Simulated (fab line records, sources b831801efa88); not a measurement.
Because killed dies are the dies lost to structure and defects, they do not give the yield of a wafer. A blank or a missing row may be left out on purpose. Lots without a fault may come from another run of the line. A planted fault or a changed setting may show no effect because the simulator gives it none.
Which tool is to blame? -- flow gf180mcu -- 18 wafers sampled from 6 lots at 1 step of a route of 602

== WHAT THE GAUGES SHOWED, per wafer ==
GF_M1_RS_MEAS_05: measures by four-point-probe.
lot,measured,on,M1_ALCU_RS (ohm/sq)
L618,day 16 10:05,film_metro-03,0.0695 0.0710 0.0705
L620,day 17 07:57,film_metro-01,0.0691 0.0692 0.0693
L624,day 18 16:21,film_metro-03,0.0688 0.0688 0.0686
L626,day 19 19:06,film_metro-01,0.0686 0.0687 0.0687
L638,day 23 16:38,film_metro-03,0.0697 0.0692 0.0697
L640,day 24 07:58,film_metro-02,0.0701 0.0697 0.0701

== TOOL THAT RAN EACH LOT (tool first, then ch and the chambers of the sampled wafers, then the start) ==
No process step before these readings appears in the record.

== THE ANSWER, worked out from the rows above alone ==
Rule: usual is defined by the lots themselves. Put in order of their means at a reading, lots are off if they are a third of the lots or fewer, leave a main group of 4 or more, and stand apart from it by a gap of 3 or more times the standard deviation of the main group's means; of several such gaps the widest counts. The tables above print the reading to a certain number of digits; a main group whose means all agree to those digits is not used. A lot without any number at a reading at which 4 lots or more have one is off too. Where the step has rows for the other lots, those lots are counted as sound.
No lot is off on any of the readings shown, so nothing can be concluded from this.

== WHAT HAD BEEN PUT IN BY THE SIMULATOR ==
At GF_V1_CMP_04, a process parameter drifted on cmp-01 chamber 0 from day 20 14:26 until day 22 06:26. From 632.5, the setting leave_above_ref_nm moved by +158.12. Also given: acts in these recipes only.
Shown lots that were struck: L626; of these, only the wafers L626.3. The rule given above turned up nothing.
